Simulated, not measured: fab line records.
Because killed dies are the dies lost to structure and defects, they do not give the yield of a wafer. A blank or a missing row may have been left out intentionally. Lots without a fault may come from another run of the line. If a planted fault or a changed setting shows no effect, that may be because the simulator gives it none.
Struck lot and sound lot, side by side :: flow sky130 :: 15 steps out of a route of 708
Sound: these wafers, L457.1, L457.3, L457.4. The struck wafers were L455.1, L455.2, L455.6. The cause comes at the end.
Per side, at each step with rows, come the tool, then ch with its chambers, and then its first start. Under that, the readings that differ: sound wafers :: struck wafers :: difference of the means :: sigmas: that difference in standard deviations of wafers without a fault.
alike: a reading whose means differ by less than 2 such deviations, as well as words and numbers matching on both sides. not compared: withheld readings; readings where some wafer has no value; bounds like >300 that might hide an equal value; numbers whose values overlap and for which the record gives no deviation.
Wherever a step has rows on one side only, a row that says differs or no value, or a row with sigmas, the two part there. Numbers that don't overlap but have no deviation are shown without sigmas and don't part them. A reading that every wafer of one side lacks parts them only if that side has two wafers or more.

first, 8 steps without rows for these wafers: SKY_VIA2_DEHYDRATE_04 (time 60 s); SKY_VIA2_HMDS_05 (prime time 60 s); SKY_VIA2_COAT_06 (resist thk 60 nm); SKY_VIA2_COAT_07 (resist thk 450 nm); SKY_VIA2_SOFTBAKE_08 (time 90 s); SKY_VIA2_EXPOSE_09 (exposes mask VIM2, target cd 200 nm); SKY_VIA2_PEB_10; SKY_VIA2_DEVELOP_11 (develop time 60 s).
SKY_VIA2_CD_MEAS_12 targets a cd of 200 nm.
  sound on cd sem-01, day 43 07:52; struck on cd sem-01, day 42 02:56
reading: cd nm (nm)
sound: 203.0 203.6 203.7
struck: 200.6 199.3 199.9
difference: -3.5
sigmas: -2
SKY_VIA2_OVL_MEAS_13:
  sound on overlay-01, day 43 07:59; struck on overlay-01, day 42 03:04
  alike: VIA2_OVL
SKY_VIA2_ETCH_14: etches BARC in N2/H2, stops on SiO2, time 45.9 s, target depth 60 nm.
  sound on rie diel-02 ch 0,2,3, day 43 08:01; struck on rie diel-03 ch 1,2,3, day 42 03:06
  alike: bias w, drypump motor current A, oes product au, throttle valve pct
  not compared: rf hours counter h
SKY_VIA2_ETCH_15: etches SiO2 in C4F8/O2/Ar, stops on TiN, target depth 546 nm, time 84 s.
  sound on rie diel-02 ch 0,2,3, day 43 08:03; struck on rie diel-03 ch 1,2,3, day 42 03:08
  alike: bias w, oes product au
  not compared: rf hours counter h
SKY_VIA2_STRIP_16: strips in O2/N2.
  sound on plasma asher-04 ch 0,1, day 43 08:07; struck on plasma asher-04 ch 0,1, day 42 03:12
  no value came back on the struck wafers for chamber pressure mTorr (mTorr), drypump motor current A (A), oes product au (a.u.), strip time to endpoint s (s); on the sound wafers chamber pressure mTorr (mTorr) reads 1500.7 1500.3 1499.5
reading: model.KrF-thick_of_VIA2_COAT_07.thk nm (nm)
sound: 0 0 0
struck: 285.9 283.1 283
difference: +284.0
sigmas: 
  not compared: rf hours counter h
then, 1 step without rows for these wafers: SKY_VIA2_STRIP_17 (strips in post etch residue remover, time 1200 s).
-- the record jumps here: 8 days lie between the struck wafers' starts before and after (it left off in module VIA2 and takes up again in module PAD_OPEN, whose first step shown is number 708 of the route) --
SKY_PAD_OPEN_PROBE_99:
  only the struck wafers here have rows in the record (prober-02, day 50 06:40); the sound ones have none

## WHERE THEY PART
At SKY_VIA2_CD_MEAS_12 first; at SKY_PAD_OPEN_PROBE_99 last (within this record only).

WHY: whatever the simulator had introduced
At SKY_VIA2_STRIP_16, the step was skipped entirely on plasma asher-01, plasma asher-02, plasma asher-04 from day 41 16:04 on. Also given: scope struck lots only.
